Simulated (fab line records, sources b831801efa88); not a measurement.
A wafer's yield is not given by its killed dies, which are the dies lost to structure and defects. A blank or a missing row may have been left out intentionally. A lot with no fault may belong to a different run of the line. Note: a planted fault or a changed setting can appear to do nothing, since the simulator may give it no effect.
Lot-split experiment ; flow sfq-line ; 23 wafers read from 5 lots, route of 325 steps

## SPLIT DETAILS
At SFQ_TRILAYER_M5_LITHO_COAT_128 (resist thk 62 nm), the setting resist-thk-nm was moved away from the recipe's 62 nm on 10 of the 23 wafers read, by -5.0% to +4.2%. The other wafers ran this setting at the recipe's value.

Reading taken at the split's own step.

## THE READING
BARC_of_TRILAYER_M5_LITHO_COAT_128.thk-nm (the simulator's own value, which no gauge read), in nm, at SFQ_TRILAYER_M5_LITHO_COAT_128 (resist thk 62 nm). The file does not state a usual value for it. Across the 13 wafers here that went through the recipe, the average is 62.01 nm and the standard deviation 0.097 nm.

wafer;tool, chamber at the split;resist-thk-nm as run, nm;against the recipe;BARC_of_TRILAYER_M5_LITHO_COAT_128.thk-nm, nm;against lot-mates on the recipe
L075.1;litho-track-01, 0;58.89;-5.0%;58.81;-3.08
L075.3;litho-track-01, 0;58.89;-5.0%;58.76;-3.13
L075.4;litho-track-01, 0;62;recipe;61.91;-
L075.5;litho-track-01, 0;58.89;-5.0%;58.9;-2.99
L075.6;litho-track-01, 0;62;recipe;61.88;-
L077.1;litho-track-01, 0;62;recipe;61.91;-
L077.4;litho-track-01, 0;62;recipe;61.92;-
L077.6;litho-track-01, 0;62;recipe;62.13;-
L080.1;litho-track-03, 0;59.11;-4.7%;59.21;-2.73
L080.2;litho-track-03, 0;59.11;-4.7%;59.18;-2.76
L080.4;litho-track-03, 0;62;recipe;61.89;-
L080.5;litho-track-03, 0;59.11;-4.7%;59.2;-2.73
L080.6;litho-track-03, 0;62;recipe;61.98;-
L081.2;litho-track-01, 0;62;recipe;62.09;-
L081.3;litho-track-01, 0;60.92;-1.7%;61;-1.08
L081.4;litho-track-01, 0;62;recipe;62.12;-
L081.5;litho-track-01, 0;60.92;-1.7%;61.01;-1.07
L081.6;litho-track-01, 0;62;recipe;62.04;-
L083.1;litho-track-03, 0;62;recipe;62;-
L083.2;litho-track-03, 0;64.6;+4.2%;64.7;+2.62
L083.3;litho-track-03, 0;62;recipe;62.09;-
L083.4;litho-track-03, 0;62;recipe;62.16;-
L083.6;litho-track-03, 0;64.6;+4.2%;64.64;+2.56

FIT RESULTS
A straight line over all 23 wafers: BARC_of_TRILAYER_M5_LITHO_COAT_128.thk-nm changes by +0.624 nm for each +1% of resist-thk-nm; r = +1.00; the points scatter about the line by 0.094 nm.
The same after taking each lot's own level away (the mean of its wafers on the recipe; 23 wafers): +0.606 nm for each +1%; r = +1.00; scatter 0.066 nm.
According to that fit, moving resist-thk-nm by its largest amount changes the reading by 3 nm.
From 61.895 to 62.083 nm: that is the span of the lots' own levels, equal to 1.9 times the standard deviation above.
The two slopes are in agreement: the lot-to-lot level therefore moves the slope only a little.
Check: for one of the wafers moved furthest among these (-5.0%), held out of the fit, the line's prediction against its lot-mates is -3.02 nm. It came out at -3.08 nm against them.

## FURTHER SPLITS ON THESE WAFERS
These wafers also went through other splits before the reading. Each is held against what the fit with the lots' levels taken away leaves over:
other split on the same wafers;wafers away from the commonest value;r with BARC_of_TRILAYER_M5_LITHO_COAT_128.thk-nm (lot level and that fit taken away)
SFQ_TRILAYER_I3_VIA_BARC_OPEN_VIA_ETCH_121 time-s;9;+0.32
SFQ_TRILAYER_M4_DEP_SPUTTER_091 time-s;6;-0.19
SFQ_TRILAYER_M4_LITHO_PEB_096 peb-time-s;11;-0.32
SFQ_TRILAYER_I4_VIA_LITHO_PEB_106 peb-time-s;9;-0.26
SFQ_TRILAYER_I4_VIA_BARC_OPEN_VIA_ETCH_146 source-w;5;-0.13
SFQ_TRILAYER_JJ_TRILAYER_DEP_SPUTTER_109 power-w;4;+0.30
SFQ_TRILAYER_JJ_CE_LITHO_EXPOSE_115 dose-mj;12;+0.08
SFQ_TRILAYER_JJ_CE_BARC_OPEN_RIE_150 pressure-mtorr;15;-0.07

## THE FILE'S OWN FIT
BARC_of_TRILAYER_M5_LITHO_COAT_128.thk-nm changes by +0.606 nm for each +1% of resist-thk-nm, r = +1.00.
